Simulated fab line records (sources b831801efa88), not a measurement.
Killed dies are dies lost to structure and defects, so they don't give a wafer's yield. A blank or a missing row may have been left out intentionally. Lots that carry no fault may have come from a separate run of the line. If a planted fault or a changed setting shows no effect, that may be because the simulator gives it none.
fab line records	flow sfqLine
record lots=7	wafers=21	lastDay=88
route steps=325 shown I0@53 M1@58 I1@73 M2@88 M8@325
lots that met no fault: taken from a fault-free run of the same line
startH: hours from the record's first day to the start of the lot's first wafer shown	waitH: hours elapsed since this lot's preceding step	" same as the row above	L1.1+2: a row that stands for several wafers	- either no value or no given start	* or withheld: withheld	< > ~ a bound
route shown NAME@n: NAME is a module with steps in the file, n the number in the route of the first one	usual: mean/standard deviation taken from wafers without a fault	same: alike in all rows	chamber/n: place in a boat	sites: each site's reading	_std_site: standard deviation across them	_edge_site: the outer-site mean with the inner-site mean subtracted	radiusMm: for every site, how far away it sits from the centre of the wafer	mask NAME#n: copy n	behind: the last tool/chamber to shape the wafer	hold: why the lot went on hold/how many hours it stayed there/how the hold came to an end	device: whichever transistor did not switch (one of n, p or np)	end of line: tests of these same wafers at the route's end	where a step has no rows: the recipe by itself	killed: the dies lost at the first sort to structure and to defects; this is not the yield of the wafer	map: shows each die of a wafer: x if killed, . if not, _ if none is there
set.NAME: the run value of the setting; set.NAME@STEP: its run value at that earlier step	model.NAME: the simulator's own value behind a step, which no gauge read
certain route steps with their lots: each step a table, each wafer a row
services: the hour from which a tool's chamber was out of use, counted from the record's first day as startH (under 0 if before that day), plus the number of hours and why
## steps
# step SFQ_I0_OVL_MEAS_908
# usual I0_OVL=2/4.7
lot.wafer	tool	chamber	startH	waitH	I0_OVL[nm]
L925.1	overlay-01	-	432.31	0.1	-10
L925.2	"	-	"	"	2
L925.5	"	-	"	"	-2
L929.3	overlay-02	-	479.11	0.1	6
L929.4	"	-	"	"	1
L929.5	"	-	"	"	6
L936.1	overlay-01	-	546.58	0.1	5
L936.2	"	-	"	"	2
L936.4	"	-	"	"	1
L937.3	overlay-02	-	556.19	0.1	0
L937.5	"	-	"	"	-5
L937.6	"	-	"	"	1
L938.1	overlay-02	-	565.90	0.1	5
L938.3	"	-	"	"	12
L938.4	"	-	"	"	8
L941.1	overlay-01	-	596.38	0.1	3
L941.2	"	-	"	"	4
L941.4	"	-	"	"	5
L945.3	overlay-01	-	630.51	0.1	0
L945.4	"	-	"	"	-3
L945.6	"	-	"	"	4
# step SFQ_TRILAYER_I0_VIA_BARC_OPEN_VIA_ETCH_046
# recipe maskMaterial=PR	chemistry=O2	targetDepthNm=125	target=BARC	sourceW=500	biasW=80	pressureMtorr=30	timeS=41.7
# step SFQ_TRILAYER_I0_VIA_ETCH_VIA_ETCH_034
# recipe target=SiO2	stopOn=Nb	maskMaterial=PR	taperDeg=20	chemistry=CHF3	targetDepthNm=260	sourceW=500	biasW=80	pressureMtorr=30	timeS=withheld
# usual drypumpMotorCurrentA=5.7/0.45	oesProductAu=0.856/0.0055
lot.wafer	tool	chamber	startH	waitH	drypumpMotorCurrentA	oesProductAu
L925.1	rieDiel-03	0	432.39	0.0	6.3	0.851
L925.2	"	1	"	"	6.5	0.854
L925.5	"	0	"	"	6.3	0.852
L929.3	rieDiel-03	0	479.18	0.0	6.3	0.851
L929.4	"	3	"	"	5.9	0.846
L929.5	"	0	"	"	6.3	0.849
L936.1	rieDiel-02	1	546.65	0.0	5.2	0.858
L936.2	"	2	"	"	5.3	0.853
L936.4	"	3	"	"	5.7	0.862
L937.3	rieDiel-02	1	556.25	0.0	5.2	0.848
L937.5	"	0	"	"	5.9	0.847
L937.6	"	2	"	"	5.4	0.854
L938.1	rieDiel-04	2	565.98	0.0	5.5	0.850
L938.3	"	1	"	"	5.3	0.860
L938.4	"	2	"	"	5.5	0.863
L941.1	rieDiel-02	3	596.45	0.0	5.7	0.868
L941.2	"	2	"	"	5.4	0.850
L941.4	"	0	"	"	5.9	0.857
L945.3	rieDiel-03	3	630.58	0.0	5.9	0.856
L945.4	"	0	"	"	6.3	0.854
L945.6	"	0	"	"	6.3	0.866
# step SFQ_TRILAYER_I0_VIA_STRIP_STRIP_035
# recipe gas=O2	powerW=200	platenTempC=40	overashFraction=0.65	chemistry=O2	pressureMtorr=50
# step SFQ_TRILAYER_I0_VIA_STRIP_SOLV_CLEAN_036
# recipe chemistry=NMP	tempC=70	timeS=600
# step SFQ_TRILAYER_M1_DEP_PRE_CLEAN_038
# recipe gas=Ar	timeS=22.5	biasV=250
# step SFQ_TRILAYER_M1_DEP_SPUTTER_037
# recipe material=Nb	basePressurePa=1.33e-06	chamberPressurePa=0.1333	substrateTempC=20	resputterCathodeVoltageV=400	targetThkNm=200	powerW=2000	timeS=133.3
# step SFQ_M1_RS_MEAS_909
# recipe thkMeasGauge=four-point-probe	reads=Nb_of_TRILAYER_M1_DEP_SPUTTER_037
# usual M1_NB_RS=0.891/0.0085
lot.wafer	tool	chamber	startH	waitH	M1_NB_RS[ohm/sq]
L925.1	filmMetro-03	-	433.40	0.0	0.884
L925.2	"	-	"	"	0.890
L925.5	"	-	"	"	0.885
L929.3	filmMetro-03	-	480.23	0.1	0.891
L929.4	"	-	"	"	0.887
L929.5	"	-	"	"	0.887
L936.1	filmMetro-03	-	547.84	0.0	0.897
L936.2	"	-	"	"	0.879
L936.4	"	-	"	"	0.882
L937.3	filmMetro-03	-	557.48	0.1	0.892
L937.5	"	-	"	"	0.890
L937.6	"	-	"	"	0.901
L938.1	filmMetro-01	-	566.99	0.0	0.899
L938.3	"	-	"	"	0.894
L938.4	"	-	"	"	0.900
L941.1	filmMetro-01	-	597.46	0.0	0.874
L941.2	"	-	"	"	0.876
L941.4	"	-	"	"	0.877
L945.3	filmMetro-03	-	631.63	0.1	0.885
L945.4	"	-	"	"	0.882
L945.6	"	-	"	"	0.885
# step SFQ_TRILAYER_M1_LITHO_COAT_044
# recipe resist=BARC	spinRpm=3000	resistThkNm=62
# step SFQ_TRILAYER_M1_LITHO_COAT_039
# recipe resist=KrF	spinRpm=3000	resistThkNm=600
# step SFQ_TRILAYER_M1_LITHO_SOFTBAKE_043
# recipe tempC=withheld	timeS=withheld	resist=KrF
# step SFQ_TRILAYER_M1_LITHO_EXPOSE_040
# recipe maskId=M1	na=0.6	sourceShape=conventional	sigmaOuter=0.65	targetCdNm=500	doseMj=14.4
# usual exposureDoseMJCm2=14.399/0.014
lot.wafer	tool	chamber	startH	waitH	mask	exposureDoseMJCm2
L925.1	krfScanner-02	0	586.48	-	M1#0	14.422
L925.2	"	0	"	"	M1#0	14.400
L925.5	"	0	"	"	M1#0	14.390
L929.3	krfScanner-01	0	628.20	-	M1#0	14.389
L929.4	"	0	"	"	M1#0	14.398
L929.5	"	0	"	"	M1#0	14.394
L936.1	krfScanner-01	0	684.26	-	M1#0	17.634
L936.2	"	0	"	"	M1#0	17.617
L936.4	"	0	"	"	M1#0	17.631
L937.3	krfScanner-01	0	690.66	-	M1#0	17.629
L937.5	"	0	"	"	M1#0	17.643
L937.6	"	0	"	"	M1#0	17.637
L938.1	krfScanner-01	0	695.06	-	M1#0	17.647
L938.3	"	0	"	"	M1#0	17.631
L938.4	"	0	"	"	M1#0	17.637
L941.1	krfScanner-02	0	734.78	-	M1#0	14.415
L941.2	"	0	"	"	M1#0	14.424
L941.4	"	0	"	"	M1#0	14.406
L945.3	krfScanner-02	0	778.38	-	M1#0	14.399
L945.4	"	0	"	"	M1#0	14.389
L945.6	"	0	"	"	M1#0	14.385
# step SFQ_TRILAYER_M1_LITHO_PEB_042
# recipe pebTempC=115	pebTimeS=60	resist=KrF
# step SFQ_TRILAYER_M1_LITHO_DEVELOP_041
# recipe timeS=60	resist=KrF
# step SFQ_M1_OVL_MEAS_911
# usual M1_OVL=-1/6.9
lot.wafer	tool	chamber	startH	waitH	M1_OVL[nm]
L925.1	overlay-01	-	587.98	0.1	-13
L925.2	"	-	"	"	-17
L925.5	"	-	"	"	-11
L929.3	overlay-01	-	629.31	0.1	-2
L929.4	"	-	"	"	3
L929.5	"	-	"	"	3
L936.1	overlay-01	-	685.76	0.1	-9
L936.2	"	-	"	"	5
L936.4	"	-	"	"	0
L937.3	overlay-02	-	691.77	0.1	3
L937.5	"	-	"	"	7
L937.6	"	-	"	"	3
L938.1	overlay-02	-	696.56	0.1	-3
L938.3	"	-	"	"	-4
L938.4	"	-	"	"	-4
L941.1	overlay-01	-	736.28	0.1	0
L941.2	"	-	"	"	1
L941.4	"	-	"	"	4
L945.3	overlay-02	-	779.49	0.1	2
L945.4	"	-	"	"	-7
L945.6	"	-	"	"	-4
# step SFQ_TRILAYER_M1_BARC_OPEN_METAL_ETCH_054
# recipe maskMaterial=PR	chemistry=O2	targetDepthNm=125	target=BARC	icpW=600	biasW=80	pressureMtorr=10	timeS=41.7
# usual drypumpMotorCurrentA=5.93/0.29	oesProductAu=0.684/0.0046
# same timeS=41.7
lot.wafer	tool	chamber	startH	waitH	drypumpMotorCurrentA	oesProductAu	rfHoursCounterH	model.M1.cdNm
L925.1	rieMetal-01	1	588.01	0.0	5.63	0.691	99	500.4
L925.2	"	0	"	"	5.56	0.685	10	500.2
L925.5	"	0	"	"	5.58	0.680	-	501.8
L929.3	rieMetal-03	0	629.36	0.0	6.43	0.683	-	500.8
L929.4	"	1	"	"	6.02	0.687	-	500
L929.5	"	1	"	"	6.01	0.680	-	499.1
L936.1	rieMetal-04	1	685.79	0.0	5.91	0.685	103	467.4
L936.2	"	0	"	"	5.78	0.672	115	468.4
L936.4	"	1	"	"	5.92	0.686	-	467.9
L937.3	rieMetal-01	1	691.81	0.0	5.60	0.688	-	470
L937.5	"	0	"	"	5.59	0.689	-	471.3
L937.6	"	1	"	"	5.61	0.686	-	470.2
L938.1	rieMetal-03	0	696.59	0.0	6.44	0.678	19	466.4
L938.3	"	1	"	"	6.04	0.689	-	465.6
L938.4	"	0	"	"	6.42	0.686	-	466.4
L941.1	rieMetal-03	0	736.32	0.0	6.48	0.678	25	501.2
L941.2	"	1	"	"	6.03	0.686	97	500.3
L941.4	"	1	"	"	6.03	0.675	-	500.6
L945.3	rieMetal-03	0	779.54	0.0	6.43	0.689	-	498.8
L945.4	"	1	"	"	6.02	0.688	-	499.1
L945.6	"	1	"	"	6.03	0.687	-	498.8
# step SFQ_TRILAYER_M1_ETCH_METAL_ETCH_042
# recipe target=Nb	stopOn=SiO2	maskMaterial=PR	chemistry=Cl2/Ar	targetDepthNm=240	icpW=600	biasW=80	pressureMtorr=10	timeS=120
# usual drypumpMotorCurrentA=5.9/0.3	oesProductAu=0.894/0.0068
# same timeS=120
lot.wafer	tool	chamber	startH	waitH	drypumpMotorCurrentA	oesProductAu	rfHoursCounterH	model.M1.cdNm
L925.1	rieMetal-01	1	588.07	0.0	5.6	0.899	99	500.6
L925.2	"	0	"	"	5.6	0.893	10	500.1
L925.5	"	0	"	"	5.6	0.900	-	502.8
L929.3	rieMetal-03	0	629.44	0.1	6.5	0.897	-	501.5
L929.4	"	1	"	"	6.0	0.895	-	499.5
L929.5	"	1	"	"	6.0	0.898	-	499.2
L936.1	rieMetal-04	1	685.85	0.0	5.9	0.894	103	470.2
L936.2	"	0	"	"	5.8	0.900	115	468.8
L936.4	"	1	"	"	5.9	0.897	-	469.7
L937.3	rieMetal-01	1	691.89	0.1	5.6	0.892	-	469.7
L937.5	"	0	"	"	5.6	0.889	-	470.1
L937.6	"	1	"	"	5.6	0.888	-	470.4
L938.1	rieMetal-03	0	696.65	0.0	6.5	0.894	19	466.7
L938.3	"	1	"	"	6.0	0.896	-	464.2
L938.4	"	0	"	"	6.5	0.886	-	467.3
L941.1	rieMetal-03	0	736.38	0.0	6.4	0.910	26	501
L941.2	"	1	"	"	6.0	0.909	97	500.4
L941.4	"	1	"	"	6.0	0.898	-	500.2
L945.3	rieMetal-03	0	779.62	0.1	6.5	0.904	-	500.2
L945.4	"	1	"	"	6.0	0.898	-	497.9
L945.6	"	1	"	"	6.0	0.892	-	498.5
# step SFQ_TRILAYER_M1_STRIP_STRIP_043
# recipe gas=O2	powerW=200	platenTempC=40	overashFraction=0.65	chemistry=O2	pressureMtorr=50
# step SFQ_TRILAYER_M1_STRIP_SOLV_CLEAN_044
# recipe chemistry=NMP	tempC=70	timeS=600
# step SFQ_TRILAYER_I1_DEP_PECVD_045
# recipe material=SiO2	tempC=150	timeS=111.11	pressureTorr=2.4	rfW=183.3	precursor=SiH4/N2O	targetThkNm=500
# usual heaterPowerW=80/13	throttleValvePct=24.5/1.4
# same timeS=111.11
lot.wafer	tool	chamber	startH	waitH	heaterPowerW	throttleValvePct
L925.1	pecvd-03	1	588.97	0.0	69	23.1
L925.2	"	0	"	"	85	23.0
L925.5	"	0	"	"	87	22.9
L929.3	pecvd-03	2	630.30	0.0	70	24.3
L929.4	"	0	"	"	75	22.7
L929.5	"	1	"	"	68	23.3
L936.1	pecvd-04	1	686.77	0.0	96	24.7
L936.2	"	0	"	"	86	25.6
L936.4	"	0	"	"	69	25.4
L937.3	pecvd-04	1	692.77	0.0	110	24.9
L937.5	"	0	"	"	80	25.3
L937.6	"	1	"	"	94	24.9
L938.1	pecvd-03	2	697.55	0.0	66	24.6
L938.3	"	1	"	"	67	23.5
L938.4	"	1	"	"	72	23.3
L941.1	pecvd-03	0	737.28	0.0	93	23.0
L941.2	"	1	"	"	77	23.4
L941.4	"	1	"	"	82	23.5
L945.3	pecvd-02	0	780.48	0.0	90	23.9
L945.4	"	2	"	"	89	23.4
L945.6	"	1	"	"	52	25.9
# step SFQ_TRILAYER_I1_CMP_CMP_046
# recipe material=SiO2	downForcePsi=3	platenRpm=60	padVelocityMS=0.94248
# step SFQ_I1_BOW_MEAS_912
# recipe mode=bow
# usual I1_BOW=2/7.5
lot.wafer	tool	chamber	startH	waitH	I1_BOW[um]
L925.1	filmMetro-02	-	592.57	2.0	1
L925.2	"	-	"	"	8
L925.5	"	-	"	"	8
L929.3	filmMetro-03	-	636.50	1.0	-1
L929.4	"	-	"	"	18
L929.5	"	-	"	"	-7
L936.1	filmMetro-04	-	694.03	1.0	0
L936.2	"	-	"	"	9
L936.4	"	-	"	"	9
L937.3	filmMetro-04	-	700.85	1.7	-7
L937.5	"	-	"	"	-3
L937.6	"	-	"	"	-11
L938.1	filmMetro-02	-	704.83	1.5	-9
L938.3	"	-	"	"	-4
L938.4	"	-	"	"	-9
L941.1	filmMetro-02	-	742.34	1.5	8
L941.2	"	-	"	"	3
L941.4	"	-	"	"	12
L945.3	filmMetro-03	-	784.80	1.0	8
L945.4	"	-	"	"	16
L945.6	"	-	"	"	9
# step SFQ_TRILAYER_I1_METRO_MEASURE_047
# usual thkNm=200.1/0.96
lot.wafer	tool	chamber	startH	waitH	thkNm
L925.1	filmMetro-02	-	592.69	0.1	199.3
L925.2	"	-	"	"	199.2
L925.5	"	-	"	"	199.2
L929.3	filmMetro-03	-	636.98	0.5	199.6
L929.4	"	-	"	"	199.2
L929.5	"	-	"	"	198.6
L936.1	filmMetro-04	-	694.15	0.1	199.4
L936.2	"	-	"	"	198.6
L936.4	"	-	"	"	198.5
L937.3	filmMetro-04	-	701.33	0.5	201.1
L937.5	"	-	"	"	200.7
L937.6	"	-	"	"	198.4
L938.1	filmMetro-02	-	704.95	0.1	198.6
L938.3	"	-	"	"	197.3
L938.4	"	-	"	"	200.0
L941.1	filmMetro-02	-	742.46	0.1	199.7
L941.2	"	-	"	"	199.2
L941.4	"	-	"	"	200.6
L945.3	filmMetro-03	-	785.28	0.5	200.2
L945.4	"	-	"	"	201.9
L945.6	"	-	"	"	201.1
# step SFQ_TRILAYER_I1_VIA_LITHO_COAT_054
# recipe resist=BARC	spinRpm=3000	resistThkNm=62
# step SFQ_TRILAYER_I1_VIA_LITHO_COAT_049
# recipe resist=KrF	spinRpm=3000	resistThkNm=650
# step SFQ_TRILAYER_I1_VIA_LITHO_SOFTBAKE_053
# recipe tempC=withheld	timeS=withheld	resist=KrF
# step SFQ_TRILAYER_I1_VIA_LITHO_EXPOSE_050
# recipe maskId=I1	na=0.6	sourceShape=conventional	sigmaOuter=0.65	targetCdNm=500	doseMj=21.3
# step SFQ_TRILAYER_I1_VIA_LITHO_PEB_052
# recipe pebTempC=115	pebTimeS=60	resist=KrF
# step SFQ_TRILAYER_I1_VIA_LITHO_DEVELOP_051
# recipe timeS=60	resist=KrF
# step SFQ_I1_OVL_MEAS_913
# usual I1_OVL=1/5.4
lot.wafer	tool	chamber	startH	waitH	I1_OVL[nm]
L925.1	overlay-01	-	612.50	0.1	-1
L925.2	"	-	"	"	-5
L925.5	"	-	"	"	-1
L929.3	overlay-02	-	787.89	0.1	1
L929.4	"	-	"	"	-4
L929.5	"	-	"	"	1
L936.1	overlay-01	-	840.85	0.1	-1
L936.2	"	-	"	"	1
L936.4	"	-	"	"	2
L937.3	overlay-01	-	848.06	0.1	-2
L937.5	"	-	"	"	-3
L937.6	"	-	"	"	-6
L938.1	overlay-01	-	855.25	0.1	-2
L938.3	"	-	"	"	-3
L938.4	"	-	"	"	-3
L941.1	overlay-02	-	896.27	0.1	-2
L941.2	"	-	"	"	-11
L941.4	"	-	"	"	-7
L945.3	overlay-01	-	937.52	0.1	10
L945.4	"	-	"	"	7
L945.6	"	-	"	"	11
# step SFQ_TRILAYER_I1_VIA_BARC_OPEN_VIA_ETCH_071
# recipe maskMaterial=PR	chemistry=O2	targetDepthNm=125	target=BARC	sourceW=500	biasW=80	pressureMtorr=30	timeS=41.7
# step SFQ_TRILAYER_I1_VIA_ETCH_VIA_ETCH_052
# recipe target=SiO2	stopOn=Nb	maskMaterial=PR	taperDeg=20	chemistry=CHF3	targetDepthNm=260	sourceW=500	biasW=80	pressureMtorr=30	timeS=withheld
# step SFQ_TRILAYER_I1_VIA_STRIP_STRIP_053
# recipe gas=O2	powerW=200	platenTempC=40	overashFraction=0.65	chemistry=O2	pressureMtorr=50
# usual drypumpMotorCurrentA=5.9/0.31	oesProductAu=0.999/0.0088
lot.wafer	tool	chamber	startH	waitH	drypumpMotorCurrentA	oesProductAu	rfHoursCounterH
L925.1	rieMetal-04	0	612.69	-	5.8	0.998	104
L925.2	"	1	"	"	5.9	1.004	92
L925.5	"	1	"	"	5.9	1.008	-
L929.3	rieMetal-03	0	788.27	-	6.5	0.990	-
L929.4	"	1	"	"	6.0	1.013	-
L929.5	"	0	"	"	6.5	0.985	-
L936.1	rieMetal-02	1	841.03	-	5.4	0.993	58
L936.2	"	0	"	"	5.7	0.998	12
L936.4	"	0	"	"	5.7	1.011	-
L937.3	rieMetal-02	1	848.43	-	5.4	0.994	-
L937.5	"	0	"	"	5.7	1.004	-
L937.6	"	1	"	"	5.4	0.992	-
L938.1	rieMetal-02	1	855.43	-	5.4	1.006	59
L938.3	"	1	"	"	5.4	1.006	-
L938.4	"	0	"	"	5.7	0.999	-
L941.1	rieMetal-04	0	896.46	-	5.8	0.996	6
L941.2	"	0	"	"	5.8	0.992	-
L941.4	"	0	"	"	5.8	1.004	-
L945.3	rieMetal-04	1	937.90	-	5.9	1.008	-
L945.4	"	0	"	"	5.8	1.004	-
L945.6	"	1	"	"	5.9	1.000	-
# step SFQ_TRILAYER_I1_VIA_STRIP_SOLV_CLEAN_054
# recipe chemistry=NMP	tempC=70	timeS=600
# step SFQ_TRILAYER_M2_DEP_PRE_CLEAN_056
# recipe gas=Ar	timeS=22.5	biasV=250
# step SFQ_TRILAYER_M2_DEP_SPUTTER_055
# recipe material=Nb	basePressurePa=1.33e-06	chamberPressurePa=0.1333	substrateTempC=20	resputterCathodeVoltageV=400	targetThkNm=200	powerW=2000	timeS=133.3
# usual basePressurePa=1.32e-06/9.1e-08	throttleValvePct=29.7/1.1
# same timeS=133.3
lot.wafer	tool	chamber	startH	waitH	basePressurePa	throttleValvePct
L925.1	pvdSputter-04	-	613.49	0.0	1.4e-06	29.6
L925.2	"	-	"	"	1.36e-06	30.7
L925.5	"	-	"	"	1.42e-06	29.2
L929.3	pvdSputter-04	-	788.89	0.0	1.27e-06	30.6
L929.4	"	-	"	"	1.17e-06	29.3
L929.5	"	-	"	"	1.3e-06	29.3
L936.1	pvdSputter-03	-	841.84	0.0	1.19e-06	29.4
L936.2	"	-	"	"	1.27e-06	30.3
L936.4	"	-	"	"	1.42e-06	28.9
L937.3	pvdSputter-04	-	849.04	0.0	1.3e-06	29.8
L937.5	"	-	"	"	1.33e-06	29.6
L937.6	"	-	"	"	1.22e-06	30.8
L938.1	pvdSputter-03	-	856.24	0.0	1.31e-06	28.8
L938.3	"	-	"	"	1.31e-06	29.7
L938.4	"	-	"	"	1.3e-06	29.3
L941.1	pvdSputter-04	-	898.26	0.0	1.36e-06	27.4
L941.2	"	-	"	"	1.24e-06	31.0
L941.4	"	-	"	"	1.32e-06	29.7
L945.3	pvdSputter-04	-	938.50	0.0	1.37e-06	30.8
L945.4	"	-	"	"	1.28e-06	29.5
L945.6	"	-	"	"	1.41e-06	29.5
# step SFQ_M2_RS_MEAS_914
# recipe thkMeasGauge=four-point-probe	reads=Nb_of_TRILAYER_M2_DEP_SPUTTER_055
# usual M2_NB_RS=0.891/0.01
lot.wafer	tool	chamber	startH	waitH	M2_NB_RS[ohm/sq]
L925.1	filmMetro-01	-	613.59	0.0	0.894
L925.2	"	-	"	"	0.895
L925.5	"	-	"	"	0.895
L929.3	filmMetro-03	-	789.02	0.1	0.888
L929.4	"	-	"	"	0.896
L929.5	"	-	"	"	0.893
L936.1	filmMetro-03	-	841.93	0.0	0.896
L936.2	"	-	"	"	0.895
L936.4	"	-	"	"	0.897
L937.3	filmMetro-03	-	849.17	0.1	0.893
L937.5	"	-	"	"	0.894
L937.6	"	-	"	"	0.890
L938.1	filmMetro-03	-	856.33	0.0	0.878
L938.3	"	-	"	"	0.882
L938.4	"	-	"	"	0.874
L941.1	filmMetro-03	-	898.35	0.0	0.896
L941.2	"	-	"	"	0.902
L941.4	"	-	"	"	0.909
L945.3	filmMetro-04	-	938.63	0.1	0.890
L945.4	"	-	"	"	0.897
L945.6	"	-	"	"	0.895
# step SFQ_TRILAYER_M2_LITHO_COAT_062
# recipe resist=BARC	spinRpm=3000	resistThkNm=62
# step SFQ_TRILAYER_M2_LITHO_COAT_057
# recipe resist=KrF	spinRpm=3000	resistThkNm=600
# step SFQ_TRILAYER_M2_LITHO_SOFTBAKE_061
# recipe tempC=withheld	timeS=withheld	resist=KrF
# step SFQ_M8_BOW_MEAS_951
# recipe mode=bow
# usual M8_BOW=9/7.9
lot.wafer	tool	chamber	startH	waitH	M8_BOW[um]	model.etest.m1.ohmUm
L925.1	filmMetro-04	-	2009.51	0.0	2	1.766
L925.2	"	-	"	"	8	1.779
L925.5	"	-	"	"	8	1.761
L929.3	filmMetro-04	-	2020.16	0.0	10	1.776
L929.4	"	-	"	"	30	1.782
L929.5	"	-	"	"	6	1.777
L936.1	filmMetro-04	-	2035.27	0.0	6	1.912
L936.2	"	-	"	"	16	1.879
L936.4	"	-	"	"	17	1.886
L937.3	filmMetro-01	-	2037.78	0.0	-2	1.903
L937.5	"	-	"	"	3	1.897
L937.6	"	-	"	"	-4	1.919
L938.1	filmMetro-02	-	2042.94	0.0	4	1.924
L938.3	"	-	"	"	8	1.919
L938.4	"	-	"	"	3	1.919
L941.1	filmMetro-02	-	2069.28	0.0	3	1.744
L941.2	"	-	"	"	-1	1.751
L941.4	"	-	"	"	6	1.755
L945.3	filmMetro-02	-	2114.95	0.0	10	1.772
L945.4	"	-	"	"	17	1.774
L945.6	"	-	"	"	10	1.776
## services
tool	chamber	startH	hours	kind
pvdSputter-04	-	413.10	4.5	repair
krfScanner-01	-	439.21	1.0	pm
krfScanner-01	-	464.28	0.8	pm
rieMetal-04	0	473.65	6.4	repair
pecvd-03	-	479.40	4.3	pm
pvdSputter-04	-	499.74	10.0	repair
krfScanner-01	-	501.73	11.6	pm
krfScanner-01	-	513.28	4.0	pm
krfScanner-01	-	523.11	2.3	repair
krfScanner-01	-	528.52	1.3	pm
pecvd-03	-	563.75	14.0	pm
krfScanner-01	-	577.95	0.6	repair
pvdSputter-04	-	578.10	3.6	repair
krfScanner-01	-	602.98	0.7	repair
pecvd-03	-	606.07	0.7	repair
krfScanner-01	-	607.60	1.0	pm
rieMetal-04	-	623.98	1.4	pm
rieMetal-03	1	698.95	24.6	repair
pvdSputter-04	-	718.66	2.5	repair
rieMetal-04	0	793.62	7.3	repair
rieMetal-04	-	828.27	1.7	repair
pvdSputter-04	-	842.82	2.4	repair
rieMetal-04	1	861.26	5.8	repair
rieMetal-04	-	915.31	2.8	pm
## key
firstSign step=SFQ_TRILAYER_M1_LITHO_EXPOSE_040	reading=exposureDoseMJCm2	direction=up	sigmas=99+	usual=14.399	struck=17.634
effect none on later readings
modelEffect step=SFQ_TRILAYER_M1_BARC_OPEN_METAL_ETCH_054	value=M1.cdNm	without=500.7	struck=468.2
modelEffect step=SFQ_TRILAYER_M1_ETCH_METAL_ETCH_042	value=M1.cdNm	without=501.1	struck=468.6
modelEffect step=SFQ_M8_BOW_MEAS_951	value=etest.m1.ohmUm	without=1.783	struck=1.906
metAt SFQ_TRILAYER_M1_LITHO_EXPOSE_040
struckWafers L936.1,L936.2,L936.4,L937.3,L937.5,L937.6,L938.1,L938.3,L938.4
onsetBetween 628.20 684.26
fault kind=processParameterDrift	tool=krfScanner-01	chamber=-	onsetH=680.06	steps=SFQ_TRILAYER_M1_LITHO_EXPOSE_040	channel=doseMj	offset=3.2372	shape=step	actsIn=theseRecipesOnly	stated=14.4
